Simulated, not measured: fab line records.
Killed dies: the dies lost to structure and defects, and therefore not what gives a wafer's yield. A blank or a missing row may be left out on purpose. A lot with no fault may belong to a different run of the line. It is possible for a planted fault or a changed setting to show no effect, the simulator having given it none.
The tool behind it: which one? + flow sky130 + 39 wafers from 13 lots sampled at 3 of the route's 708 steps

## WHAT THE GAUGES SHOWED, per wafer
SKY_CONTACT_OVL_MEAS_15.
| lot  | measured     | on         | CONTACT_OVL (nm) |
|------|--------------|------------|------------------|
| L447 | day 31 13:09 | overlay-01 | 11 1 8           |
| L448 | day 32 04:03 | overlay-01 | 0 9 2            |
| L451 | day 32 18:51 | overlay-01 | 3 0 9            |
| L452 | day 33 15:16 | overlay-01 | -6 -3 -1         |
| L454 | day 33 20:44 | overlay-02 | -11 -1 -5        |
| L457 | day 34 22:19 | overlay-02 | 2 -5             |
| L464 | day 38 09:16 | overlay-02 | 0 -3 -1          |
| L466 | day 38 09:35 | overlay-02 | -2 -2 -1         |
| L465 | day 38 09:23 | overlay-01 | 2 12 0           |
| L468 | day 38 10:46 | overlay-02 | 1 -4 -3          |
| L467 | day 38 13:08 | overlay-01 | 0 -1 -5          |
| L469 | day 39 08:17 | overlay-02 | -5 3 0           |
| L470 | day 39 12:55 | overlay-02 | 5 2 1            |

## TOOL THAT RAN EACH LOT (tool first, then ch and the chambers of the sampled wafers, then the start)
| lot  | SKY_POLY_GATE_ETCH_17           | SKY_POLY_GATE_STRIP_18              |
|------|---------------------------------|-------------------------------------|
| L447 | rieSi-02 ch 0,1, day 16 09:33   | plasmaAsher-02 ch 0,1, day 16 09:37 |
| L448 | rieSi-02 ch 0,2,3, day 16 19:49 | plasmaAsher-02 ch 0,1, day 16 19:53 |
| L451 | rieSi-02 ch 1,2,3, day 17 21:37 | plasmaAsher-04 ch 0,1, day 17 21:41 |
| L452 | rieSi-01 ch 1,2, day 18 11:45   | plasmaAsher-01 ch 0,1, day 18 11:50 |
| L454 | rieSi-02 ch 1,2,3, day 19 01:49 | plasmaAsher-01 ch 0,1, day 19 01:53 |
| L457 | rieSi-02 ch 0,1,2, day 20 04:29 | plasmaAsher-04 ch 0,1, day 20 04:32 |
| L464 | rieSi-01 ch 0,1,2, day 23 22:12 | plasmaAsher-01 ch 0,1, day 23 22:16 |
| L466 | rieSi-02 ch 1,2, day 24 02:26   | plasmaAsher-01 ch 0,1, day 24 02:30 |
| L465 | rieSi-01 ch 0,2,3, day 24 02:27 | plasmaAsher-02 ch 0, day 24 02:31   |
| L468 | rieSi-02 ch 1,3, day 24 02:44   | plasmaAsher-01 ch 0,1, day 24 02:50 |
| L467 | rieSi-01 ch 1,3, day 24 07:06   | plasmaAsher-04 ch 1, day 24 07:10   |
| L469 | rieSi-02 ch 1,2,3, day 25 03:57 | plasmaAsher-02 ch 0,1, day 25 04:01 |
| L470 | rieSi-02 ch 0,3, day 25 08:58   | plasmaAsher-02 ch 0,1, day 25 09:04 |
- SKY_POLY_GATE_ETCH_17: etches poly-Si in HBr/Cl2, stops on SiO2, target depth 180 nm, time 70.5 s.
- SKY_POLY_GATE_STRIP_18: strips in O2/N2.

## AS READ BY THE TOOLS THEMSELVES (means over the sampled wafers that have a number; for cases with no such wafer, the mark the record gives instead)
SKY_POLY_GATE_ETCH_17.
| lot  | tool     | chamberPressureMTorr (mTorr) | drypumpMotorCurrentA (A) | oesProductAu (a.u.) | rfFwdPowerW (W) | throttleValvePct (%) |
|------|----------|------------------------------|--------------------------|---------------------|-----------------|----------------------|
| L447 | rieSi-02 | 10.003                       | 4.9                      | 0.978               | 396.9           | 33.692               |
| L448 | rieSi-02 | 9.992                        | 5.5                      | 0.980               | 397.3           | 33.686               |
| L451 | rieSi-02 | 10.000                       | 5.5                      | 0.977               | 396.6           | 33.685               |
| L452 | rieSi-01 | 9.993                        | 5.8                      | 0.977               | 397.6           | 33.683               |
| L454 | rieSi-02 | 10.010                       | 5.5                      | 0.986               | 397.4           | 33.687               |
| L457 | rieSi-02 | 10.002                       | 5.1                      | 0.954               | 397.0           | 33.678               |
| L464 | rieSi-01 | 9.998                        | 5.8                      | 0.985               | 398.3           | 33.678               |
| L466 | rieSi-02 | 10.010                       | 5.0                      | 0.980               | 397.0           | 33.681               |
| L465 | rieSi-01 | 9.994                        | 6.2                      | 0.990               | 396.9           | 33.691               |
| L468 | rieSi-02 | 9.999                        | 5.4                      | 0.991               | 397.6           | 33.683               |
| L467 | rieSi-01 | 9.996                        | 5.6                      | 0.981               | 398.9           | 33.681               |
| L469 | rieSi-02 | 9.997                        | 5.5                      | 0.983               | 397.2           | 33.679               |
| L470 | rieSi-02 | 10.003                       | 5.4                      | 0.991               | 397.2           | 33.684               |

SKY_POLY_GATE_STRIP_18.
| lot  | tool           | chamberPressureMTorr (mTorr) | drypumpMotorCurrentA (A) | oesProductAu (a.u.) | stripTimeToEndpointS (s) |
|------|----------------|------------------------------|--------------------------|---------------------|--------------------------|
| L447 | plasmaAsher-02 | 1499.5                       | 5.4                      | 0.358               | 3.172                    |
| L448 | plasmaAsher-02 | 1499.9                       | 5.5                      | 0.363               | 3.167                    |
| L451 | plasmaAsher-04 | 1499.7                       | 5.8                      | 0.360               | 3.149                    |
| L452 | plasmaAsher-01 | 1500.8                       | 6.1                      | 0.360               | 3.217                    |
| L454 | plasmaAsher-01 | 1499.1                       | 6.0                      | 0.364               | 3.169                    |
| L457 | plasmaAsher-04 | 1500.3                       | 6.0                      | 0.366               | 3.251                    |
| L464 | plasmaAsher-01 | 1500.8                       | 6.1                      | 0.365               | 3.222                    |
| L466 | plasmaAsher-01 | 1499.1                       | 6.0                      | 0.364               | 3.183                    |
| L465 | plasmaAsher-02 | 1499.5                       | 5.3                      | 0.361               | 3.179                    |
| L468 | plasmaAsher-01 | 1499.8                       | 6.1                      | 0.361               | 3.183                    |
| L467 | plasmaAsher-04 | 1501.6                       | 6.1                      | 0.358               | 3.167                    |
| L469 | plasmaAsher-02 | 1498.2                       | 5.4                      | 0.362               | 3.191                    |
| L470 | plasmaAsher-02 | 1500.5                       | 5.4                      | 0.362               | 3.155                    |

## THE ANSWER, worked out from the rows above alone
Rule: the lots themselves supply what counts as usual. Put in order of their means at a reading, lots are off if they are a third of the lots or fewer, leave a main group of 4 or more, and stand apart from it by a gap of 3 or more times the standard deviation of the main group's means; of several such gaps the widest counts. A main group whose means are all the same, to the digits that the tables above print for the reading, isn't used. A lot without any number at a reading at which 4 lots or more have one is off too. Where the step has rows for the other lots, those lots are counted as sound. First the gauges in route order, then the tools' own readings, where a lot's mean is used as printed above. The first step at which some lot is off is used, and at that step the reading that is off furthest; a lot without a number counts as furthest.
Off: L457, at SKY_POLY_GATE_ETCH_17 (oesProductAu). The main group has a mean of 0.983 a.u. with a standard deviation of 0.0051.
A tool fits if, at that step or a process step before it, it ran every lot that is off, and no sound lot after the first of them. Of those tried, none fits.

## WHAT THE SIMULATOR HAD INSERTED
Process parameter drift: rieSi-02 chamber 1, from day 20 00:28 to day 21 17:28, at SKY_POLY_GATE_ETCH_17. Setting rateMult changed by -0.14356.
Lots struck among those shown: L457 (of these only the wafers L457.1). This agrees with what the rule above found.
